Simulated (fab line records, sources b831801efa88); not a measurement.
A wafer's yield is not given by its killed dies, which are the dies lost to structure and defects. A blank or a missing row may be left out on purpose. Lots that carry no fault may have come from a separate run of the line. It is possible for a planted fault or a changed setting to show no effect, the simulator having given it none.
fab line records + flow gf180mcu
record
- lots=12
- wafers=36
- last_day=34
route steps=602 shown VT_IMPLANT@132 MVSD@136 HV_LDD@184
lots with no fault: from the same line, run without faults
start_h: hours from the record's opening day to when the first of the lot's shown wafers began + wait_h: how many hours have passed since the lot's step before this one + " same as the row above + L1.1+2: several wafers, shown together as one row + - no value, or no start given + * or withheld: withheld + < > ~ a bound
route shown NAME@n: names a module that has steps shown in the file, with the first one's number in the route + usual: the fault-free wafers' mean and standard deviation + same: alike in all rows + chamber/n: place in a boat + sites: each site's reading + _std_site: standard deviation of those values + _edge_site: outer sites' mean less inner sites' + radius_mm: for every site, how far away it sits from the centre of the wafer + mask NAME#n: copy n + behind: tool/chamber where the wafer was last shaped + hold: cause of the lot's hold/its duration in hours/its outcome + device: whichever transistor did not switch (one of n, p or np) + end of line: the same wafers' tests at the end of the route + a step without rows: its recipe alone + killed: at the first sort, the dies lost to defects and structure; wafer yield is something else + map: dies across one wafer; x = killed, . = not, _ = none there
set.NAME: the setting that was run; set.NAME@STEP: the one run at that earlier step + model.NAME: the simulator's own value behind a step, which no gauge read
one table for each step of the route and one row for each wafer, over a sample of lots
services: a tool's chamber out of use, with start hour (start_h, from the record's first day; less than 0 if before it), hours out, and reason
## steps
# step GF_VT_IMPLANT_STRIP_42
# recipe
- chemistry=O2/N2
- power_w=1400
- pressure_mtorr=1500
- platen_temp_c=250
- o2_flow_sccm=3000
- n2_flow_sccm=300
- overash_fraction=0.5
# usual
- chamber_pressure_mTorr=1499.9/1.3
- drypump_motor_current_A=5.7/0.51
- heater_power_w=338/23
- n2_flow_sccm=299.9/0.82
- o2_flow_sccm=3000/8.2
- oes_product_au=0.715/0.0041
- platen_temp_c=250.01/0.18
- strip_time_to_endpoint_s=12.64/0.033
| lot.wafer | tool            | chamber | start_h | wait_h | chamber_pressure_mTorr | drypump_motor_current_A | heater_power_w | n2_flow_sccm | o2_flow_sccm | oes_product_au | platen_temp_c | rf_hours_counter_h | strip_time_to_endpoint_s |
|-----------|-----------------|---------|---------|--------|------------------------|-------------------------|----------------|--------------|--------------|----------------|---------------|--------------------|--------------------------|
| L424.2    | plasma_asher-02 | 0       | 156.58  | 0.1    | 1500.8                 | 6.2                     | 379            | 299.8        | 2998         | 0.711          | 249.96        | 36                 | 12.64                    |
| L424.4    | "               | 0       | "       | "      | 1498.4                 | 6.2                     | 373            | 299.3        | 3007         | 0.711          | 250.12        | -                  | 12.67                    |
| L424.6    | "               | 1       | "       | "      | 1501.8                 | 5.9                     | 334            | 299.7        | 2999         | 0.716          | 250.08        | -                  | 12.66                    |
| L426.2    | plasma_asher-04 | 1       | 169.63  | 0.1    | 1501.4                 | 6.6                     | 358            | 298.7        | 2994         | 0.708          | 249.86        | 50                 | 12.61                    |
| L426.3    | "               | 1       | "       | "      | 1497.1                 | 6.6                     | 355            | 299.7        | 2982         | 0.713          | 249.68        | -                  | 12.61                    |
| L426.5    | "               | 0       | "       | "      | 1498.5                 | 5.1                     | 309            | 299.5        | 3003         | 0.717          | 249.97        | -                  | 12.60                    |
| L427.3    | plasma_asher-02 | 1       | 182.54  | 0.1    | 1498.9                 | 5.9                     | 333            | 300.9        | 3004         | 0.722          | 250.03        | -                  | 12.66                    |
| L427.5    | "               | 1       | "       | "      | 1500.0                 | 5.9                     | 341            | 300.5        | 3008         | 0.721          | 249.77        | -                  | 12.62                    |
| L427.6    | "               | 0       | "       | "      | 1500.6                 | 6.2                     | 371            | 300.7        | 3017         | 0.710          | 249.91        | -                  | 12.65                    |
| L428.2    | plasma_asher-04 | 1       | 186.21  | 0.1    | 1500.0                 | 6.6                     | 357            | 300.0        | 2994         | 0.714          | 250.23        | 53                 | 12.67                    |
| L428.3    | "               | 0       | "       | "      | 1502.1                 | 5.1                     | 309            | 300.3        | 3007         | 0.718          | 250.27        | -                  | 12.68                    |
| L428.5    | "               | 0       | "       | "      | 1502.3                 | 5.1                     | 314            | 300.4        | 2998         | 0.717          | 249.98        | -                  | 12.68                    |
| L429.1    | plasma_asher-02 | 1       | 193.13  | 0.1    | 1500.2                 | 6.0                     | 335            | 298.6        | 2988         | 0.720          | 249.76        | 40                 | 12.70                    |
| L429.5    | "               | 1       | "       | "      | 1500.2                 | 6.0                     | 332            | 300.3        | 2994         | 0.714          | 249.90        | -                  | 12.67                    |
| L429.6    | "               | 0       | "       | "      | 1502.0                 | 6.2                     | 379            | 300.5        | 3009         | 0.713          | 249.98        | -                  | 12.67                    |
| L431.1    | plasma_asher-02 | 1       | 205.91  | 0.1    | 1501.2                 | 6.0                     | 325            | 300.2        | 2992         | 0.717          | 250.00        | 42                 | 12.66                    |
| L431.4    | "               | 0       | "       | "      | 1501.0                 | 6.2                     | 373            | 299.2        | 2999         | 0.712          | 250.19        | -                  | 12.67                    |
| L431.6    | "               | 1       | "       | "      | 1498.9                 | 6.0                     | 342            | 299.7        | 3001         | 0.716          | 249.85        | -                  | 12.69                    |
| L433.1    | plasma_asher-02 | 0       | 219.31  | 0.1    | 1496.9                 | 6.2                     | 377            | 300.3        | 3009         | 0.716          | 249.87        | 44                 | 12.60                    |
| L433.3    | "               | 0       | "       | "      | 1499.5                 | 6.2                     | 391            | 299.4        | 2999         | 0.713          | 249.97        | -                  | 12.60                    |
| L433.6    | "               | 0       | "       | "      | 1500.4                 | 6.2                     | 379            | 300.8        | 3012         | 0.713          | 249.84        | -                  | 12.63                    |
| L434.1    | plasma_asher-02 | 1       | 227.23  | 0.1    | 1500.1                 | 6.0                     | 337            | 301.4        | 2990         | 0.711          | 250.11        | 44                 | 12.59                    |
| L434.2    | "               | 0       | "       | "      | 1499.4                 | 6.1                     | 375            | 300.3        | 3008         | 0.709          | 249.65        | 44                 | 12.65                    |
| L434.3    | "               | 0       | "       | "      | 1500.1                 | 6.1                     | 377            | 300.2        | 3006         | 0.709          | 250.13        | -                  | 12.64                    |
| L435.1    | plasma_asher-01 | 1       | 232.61  | 0.1    | 1500.0                 | 5.3                     | 318            | 298.3        | 3008         | 0.708          | 249.98        | 7                  | 12.65                    |
| L435.5    | "               | 0       | "       | "      | 1498.6                 | 5.2                     | 314            | 300.1        | 2999         | 0.714          | 250.35        | -                  | 12.61                    |
| L435.6    | "               | 1       | "       | "      | 1499.3                 | 5.3                     | 317            | 299.4        | 3005         | 0.720          | 250.09        | -                  | 12.65                    |
| L441.1    | plasma_asher-02 | 1       | 273.08  | 0.1    | 1499.8                 | 6.0                     | 338            | 300.4        | 2996         | 0.721          | 249.93        | 49                 | 12.62                    |
| L441.2    | "               | 0       | "       | "      | 1498.8                 | 6.2                     | 373            | 300.0        | 2985         | 0.715          | 250.23        | 49                 | 12.61                    |
| L441.4    | "               | 0       | "       | "      | 1501.9                 | 6.2                     | 364            | 299.8        | 2999         | 0.711          | 249.88        | -                  | 12.64                    |
| L444.4    | plasma_asher-01 | 1       | 294.29  | 0.1    | 1499.3                 | 5.3                     | 324            | 299.5        | 2991         | 0.718          | 249.90        | -                  | 12.62                    |
| L444.5    | "               | 1       | "       | "      | 1499.5                 | 5.3                     | 316            | 299.2        | 2990         | 0.715          | 250.18        | -                  | 12.61                    |
| L444.6    | "               | 0       | "       | "      | 1500.0                 | 5.2                     | 314            | 300.3        | 3000         | 0.723          | 250.04        | -                  | 12.61                    |
| L447.1    | plasma_asher-02 | 0       | 317.05  | 0.1    | 1502.2                 | 6.2                     | 375            | 300.2        | 2997         | 0.725          | 249.84        | 54                 | 12.68                    |
| L447.2    | "               | 1       | "       | "      | 1499.9                 | 5.9                     | 338            | 300.6        | 3004         | 0.723          | 250.05        | 54                 | 12.69                    |
| L447.4    | "               | 1       | "       | "      | 1498.8                 | 5.9                     | 334            | 300.9        | 3004         | 0.715          | 249.97        | -                  | 12.70                    |
# step GF_VT_IMPLANT_RS_MEAS_46
# recipe
- thk_meas_gauge=four-point-probe
# usual
- MVSD_RS=457.0/0.98
| lot.wafer | tool          | chamber | start_h | wait_h | MVSD_RS[ohm/sq] |
|-----------|---------------|---------|---------|--------|-----------------|
| L424.2    | film_metro-03 | -       | 156.91  | 0.1    | 457.4           |
| L424.4    | "             | -       | "       | "      | 458.1           |
| L424.6    | "             | -       | "       | "      | 457.8           |
| L426.2    | film_metro-03 | -       | 169.96  | 0.1    | 456.0           |
| L426.3    | "             | -       | "       | "      | 456.4           |
| L426.5    | "             | -       | "       | "      | 455.0           |
| L427.3    | film_metro-03 | -       | 182.91  | 0.1    | 456.9           |
| L427.5    | "             | -       | "       | "      | 457.1           |
| L427.6    | "             | -       | "       | "      | 457.9           |
| L428.2    | film_metro-03 | -       | 186.54  | 0.1    | 456.2           |
| L428.3    | "             | -       | "       | "      | 455.3           |
| L428.5    | "             | -       | "       | "      | 456.6           |
| L429.1    | film_metro-02 | -       | 193.44  | 0.1    | 457.7           |
| L429.5    | "             | -       | "       | "      | 458.1           |
| L429.6    | "             | -       | "       | "      | 458.2           |
| L431.1    | film_metro-02 | -       | 206.22  | 0.1    | 458.3           |
| L431.4    | "             | -       | "       | "      | 457.5           |
| L431.6    | "             | -       | "       | "      | 457.4           |
| L433.1    | film_metro-03 | -       | 219.62  | 0.1    | 456.4           |
| L433.3    | "             | -       | "       | "      | 458.4           |
| L433.6    | "             | -       | "       | "      | 456.9           |
| L434.1    | film_metro-04 | -       | 227.54  | 0.1    | 456.4           |
| L434.2    | "             | -       | "       | "      | 456.9           |
| L434.3    | "             | -       | "       | "      | 457.7           |
| L435.1    | film_metro-03 | -       | 232.92  | 0.1    | 457.9           |
| L435.5    | "             | -       | "       | "      | 456.6           |
| L435.6    | "             | -       | "       | "      | 457.8           |
| L441.1    | film_metro-03 | -       | 273.42  | 0.1    | 457.4           |
| L441.2    | "             | -       | "       | "      | 458.6           |
| L441.4    | "             | -       | "       | "      | 457.6           |
| L444.4    | film_metro-04 | -       | 294.62  | 0.1    | 457.5           |
| L444.5    | "             | -       | "       | "      | 456.7           |
| L444.6    | "             | -       | "       | "      | 455.9           |
| L447.1    | film_metro-04 | -       | 317.36  | 0.1    | 454.4           |
| L447.2    | "             | -       | "       | "      | 455.6           |
| L447.4    | "             | -       | "       | "      | 454.7           |
# step GF_HV_LDD_OVL_MEAS_08
# usual
- HV_LDD_OVL=1.6/1.5
| lot.wafer | tool       | chamber | start_h | wait_h | HV_LDD_OVL[nm] |
|-----------|------------|---------|---------|--------|----------------|
| L424.2    | overlay-02 | -       | 215.93  | 0.1    | 0.2            |
| L424.4    | "          | -       | "       | "      | 1.8            |
| L424.6    | "          | -       | "       | "      | 0.6            |
| L426.2    | overlay-01 | -       | 231.87  | 0.1    | -0.4           |
| L426.3    | "          | -       | "       | "      | 0.3            |
| L426.5    | "          | -       | "       | "      | -0.3           |
| L427.3    | overlay-01 | -       | 242.45  | 0.1    | 4.8            |
| L427.5    | "          | -       | "       | "      | 3.7            |
| L427.6    | "          | -       | "       | "      | 1.8            |
| L428.2    | overlay-01 | -       | 250.65  | 0.1    | 2.2            |
| L428.3    | "          | -       | "       | "      | 1.5            |
| L428.5    | "          | -       | "       | "      | -0.2           |
| L429.1    | overlay-01 | -       | 256.44  | 0.1    | 0.9            |
| L429.5    | "          | -       | "       | "      | 1.2            |
| L429.6    | "          | -       | "       | "      | 1.2            |
| L431.1    | overlay-02 | -       | 268.59  | 0.1    | 0.3            |
| L431.4    | "          | -       | "       | "      | -0.8           |
| L431.6    | "          | -       | "       | "      | 0.7            |
| L433.1    | overlay-01 | -       | 285.24  | 0.1    | 1.7            |
| L433.3    | "          | -       | "       | "      | 2.5            |
| L433.6    | "          | -       | "       | "      | 0.6            |
| L434.1    | overlay-01 | -       | 293.27  | 0.1    | 1.0            |
| L434.2    | "          | -       | "       | "      | 0.3            |
| L434.3    | "          | -       | "       | "      | 2.4            |
| L435.1    | overlay-01 | -       | 298.54  | 0.1    | 1.6            |
| L435.5    | "          | -       | "       | "      | 0.9            |
| L435.6    | "          | -       | "       | "      | 1.7            |
| L441.1    | overlay-02 | -       | 344.52  | 0.1    | -0.5           |
| L441.2    | "          | -       | "       | "      | 0.8            |
| L441.4    | "          | -       | "       | "      | 0.1            |
| L444.4    | overlay-01 | -       | 367.34  | 0.1    | 4.1            |
| L444.5    | "          | -       | "       | "      | 3.2            |
| L444.6    | "          | -       | "       | "      | 3.9            |
| L447.1    | overlay-01 | -       | 391.46  | 0.1    | -0.4           |
| L447.2    | "          | -       | "       | "      | -1.1           |
| L447.4    | "          | -       | "       | "      | 0.2            |
# step GF_HV_LDD_IMPLANT_21
# recipe
- species=BF2
- energy_kev=25
- dose_cm2=5e+13
- tilt_deg=7
# usual
- beam_on_s=9.99/0.2
- dose_ions_cm2=4.999e+13/5.3e+10
- end_station_pressure_torr=5.23e-06/2.8e-07
- faraday_current_uA=282/5.6
| lot.wafer | tool         | chamber | start_h | wait_h | beam_on_s | dose_ions_cm2 | end_station_pressure_torr | faraday_current_uA |
|-----------|--------------|---------|---------|--------|-----------|---------------|---------------------------|--------------------|
| L424.2    | implanter-03 | 0       | 234.47  | 0.0    | 9.85      | 4.999e+13     | 5.02e-06                  | 286                |
| L424.4    | "            | 0       | "       | "      | 10.38     | 5.004e+13     | 5.16e-06                  | 271                |
| L424.6    | "            | 0       | "       | "      | 9.98      | 5.002e+13     | 5.27e-06                  | 282                |
| L426.2    | implanter-04 | 0       | 251.38  | 0.0    | 9.81      | 4.997e+13     | 5.32e-06                  | 288                |
| L426.3    | "            | 0       | "       | "      | 9.63      | 5e+13         | 5.13e-06                  | 293                |
| L426.5    | "            | 0       | "       | "      | 10.22     | 5.001e+13     | 5.48e-06                  | 275                |
| L427.3    | implanter-04 | 0       | 261.80  | 0.1    | 10.10     | 4.99e+13      | 5.28e-06                  | 279                |
| L427.5    | "            | 0       | "       | "      | 10.11     | 4.991e+13     | 5.42e-06                  | 277                |
| L427.6    | "            | 0       | "       | "      | 10.13     | 4.992e+13     | 5.06e-06                  | 278                |
| L428.2    | implanter-02 | 0       | 270.30  | 0.0    | 9.77      | 5.004e+13     | 4.93e-06                  | 288                |
| L428.3    | "            | 0       | "       | "      | 9.89      | 4.999e+13     | 5.6e-06                   | 283                |
| L428.5    | "            | 0       | "       | "      | 10.04     | 4.995e+13     | 5.59e-06                  | 280                |
| L429.1    | implanter-02 | 0       | 276.20  | 0.0    | 9.64      | 4.996e+13     | 5.23e-06                  | 293                |
| L429.5    | "            | 0       | "       | "      | 10.12     | 4.99e+13      | 5.28e-06                  | 279                |
| L429.6    | "            | 0       | "       | "      | 10.00     | 4.996e+13     | 5.45e-06                  | 283                |
| L431.1    | implanter-03 | 0       | 289.40  | 0.0    | 9.93      | 4.99e+13      | 5.12e-06                  | 283                |
| L431.4    | "            | 0       | "       | "      | 10.18     | 5e+13         | 5.24e-06                  | 278                |
| L431.6    | "            | 0       | "       | "      | 9.81      | 4.994e+13     | 5.6e-06                   | 287                |
| L433.1    | implanter-03 | 0       | 306.05  | 0.0    | 9.81      | 4.997e+13     | 4.98e-06                  | 288                |
| L433.3    | "            | 0       | "       | "      | 9.73      | 4.996e+13     | 5.25e-06                  | 290                |
| L433.6    | "            | 0       | "       | "      | 9.87      | 4.991e+13     | 5.6e-06                   | 286                |
| L434.1    | implanter-04 | 0       | 314.10  | 0.0    | 10.11     | 4.995e+13     | 5.43e-06                  | 279                |
| L434.2    | "            | 0       | "       | "      | 10.20     | 4.999e+13     | 5.1e-06                   | 277                |
| L434.3    | "            | 0       | "       | "      | 10.37     | 4.994e+13     | 5.73e-06                  | 271                |
| L435.1    | implanter-02 | 0       | 320.26  | 0.0    | 10.11     | 4.999e+13     | 5.37e-06                  | 279                |
| L435.5    | "            | 0       | "       | "      | 9.79      | 4.993e+13     | 5.16e-06                  | 287                |
| L435.6    | "            | 0       | "       | "      | 10.39     | 4.993e+13     | 5.6e-06                   | 271                |
| L441.1    | implanter-02 | 0       | 367.45  | 0.0    | 24.15     | 3.0087e+14    | 5.05e-06                  | 699                |
| L441.2    | "            | 0       | "       | "      | 24.93     | 3.0087e+14    | 5.93e-06                  | 680                |
| L441.4    | "            | 0       | "       | "      | 26.02     | 3.0095e+14    | 4.74e-06                  | 650                |
| L444.4    | implanter-02 | 0       | 389.95  | 0.1    | 25.28     | 3.0088e+14    | 5.73e-06                  | 672                |
| L444.5    | "            | 0       | "       | "      | 24.75     | 3.0086e+14    | 5.25e-06                  | 685                |
| L444.6    | "            | 0       | "       | "      | 25.07     | 3.0091e+14    | 5.08e-06                  | 674                |
| L447.1    | implanter-03 | 0       | 415.02  | 0.0    | 10.42     | 4.997e+13     | 5.59e-06                  | 271                |
| L447.2    | "            | 0       | "       | "      | 10.04     | 5.009e+13     | 5.11e-06                  | 280                |
| L447.4    | "            | 0       | "       | "      | 9.95      | 5.001e+13     | 5.33e-06                  | 283                |
# step GF_HV_LDD_TW_MEAS_23
# usual
- HV_LDD_2_TW=1068/6.2
| lot.wafer | tool          | chamber | start_h | wait_h | HV_LDD_2_TW |
|-----------|---------------|---------|---------|--------|-------------|
| L424.2    | film_metro-04 | -       | 234.71  | 0.1    | 1076        |
| L424.4    | "             | -       | "       | "      | 1070        |
| L424.6    | "             | -       | "       | "      | 1074        |
| L426.2    | film_metro-04 | -       | 251.62  | 0.1    | 1057        |
| L426.3    | "             | -       | "       | "      | 1064        |
| L426.5    | "             | -       | "       | "      | 1059        |
| L427.3    | film_metro-04 | -       | 262.02  | 0.1    | 1064        |
| L427.5    | "             | -       | "       | "      | 1069        |
| L427.6    | "             | -       | "       | "      | 1062        |
| L428.2    | film_metro-04 | -       | 270.54  | 0.1    | 1065        |
| L428.3    | "             | -       | "       | "      | 1065        |
| L428.5    | "             | -       | "       | "      | 1067        |
| L429.1    | film_metro-04 | -       | 276.45  | 0.1    | 1064        |
| L429.5    | "             | -       | "       | "      | 1073        |
| L429.6    | "             | -       | "       | "      | 1064        |
| L431.1    | film_metro-02 | -       | 289.65  | 0.1    | 1080        |
| L431.4    | "             | -       | "       | "      | 1073        |
| L431.6    | "             | -       | "       | "      | 1080        |
| L433.1    | film_metro-04 | -       | 306.30  | 0.1    | 1061        |
| L433.3    | "             | -       | "       | "      | 1063        |
| L433.6    | "             | -       | "       | "      | 1060        |
| L434.1    | film_metro-04 | -       | 314.35  | 0.1    | 1065        |
| L434.2    | "             | -       | "       | "      | 1068        |
| L434.3    | "             | -       | "       | "      | 1066        |
| L435.1    | film_metro-02 | -       | 320.51  | 0.1    | 1080        |
| L435.5    | "             | -       | "       | "      | 1078        |
| L435.6    | "             | -       | "       | "      | 1077        |
| L441.1    | film_metro-04 | -       | 367.70  | 0.1    | 1859        |
| L441.2    | "             | -       | "       | "      | 1868        |
| L441.4    | "             | -       | "       | "      | 1862        |
| L444.4    | film_metro-03 | -       | 390.15  | 0.1    | 1868        |
| L444.5    | "             | -       | "       | "      | 1868        |
| L444.6    | "             | -       | "       | "      | 1865        |
| L447.1    | film_metro-03 | -       | 415.27  | 0.1    | 1073        |
| L447.2    | "             | -       | "       | "      | 1066        |
| L447.4    | "             | -       | "       | "      | 1075        |
## services
| tool            | chamber | start_h | hours | kind   |
|-----------------|---------|---------|-------|--------|
| implanter-04    | -       | 199.82  | 2.6   | pm     |
| plasma_asher-04 | -       | 221.23  | 0.5   | repair |
| implanter-02    | -       | 226.90  | 6.7   | repair |
| implanter-03    | -       | 254.78  | 3.6   | repair |
| plasma_asher-04 | -       | 263.80  | 3.0   | repair |
| implanter-02    | -       | 286.49  | 3.1   | repair |
| implanter-04    | -       | 302.25  | 10.3  | repair |
| implanter-03    | -       | 311.43  | 5.9   | repair |
| implanter-03    | -       | 325.64  | 24.4  | pm     |
| implanter-02    | -       | 351.72  | 1.1   | repair |
| implanter-03    | -       | 396.45  | 0.6   | repair |
| implanter-02    | -       | 411.17  | 2.9   | repair |
## key
first_sign
- step=GF_HV_LDD_IMPLANT_21
- reading=dose_ions_cm2
- direction=up
- sigmas=99+
- usual=4.999e+13
- struck=3.0089e+14
effect
- step=GF_HV_LDD_IMPLANT_21
- reading=beam_on_s
- direction=up
- sigmas=74
- usual=9.99
- struck=25.04
effect
- step=GF_HV_LDD_TW_MEAS_23
- reading=HV_LDD_2_TW
- direction=up
- sigmas=99+
- usual=1068
- struck=1865
met_at GF_HV_LDD_IMPLANT_21
struck_lots L441,L444
tester_left_out L441,L444
not_acting_at GF_VT_IMPLANT_STRIP_42,GF_VT_IMPLANT_RS_MEAS_46,GF_HV_LDD_OVL_MEAS_08
onset_between 320.26 367.45
fault
- kind=process_parameter_drift
- tool=implanter-02
- chamber=-
- onset_h=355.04
- steps=GF_HV_LDD_IMPLANT_21
- channel=dose_cm2
- offset=2.5087e+14
- shape=step
- end_h=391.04
- acts_in=these_recipes_only
- stated=5e+13
# tester_left_out: of these lots the tester's yield and bins aren't shown, on N5 and GAA mostly nor the transistor test; their killed dies are dies lost to structure and defects alone, not to doping, threshold or leakage, so they don't give the yield
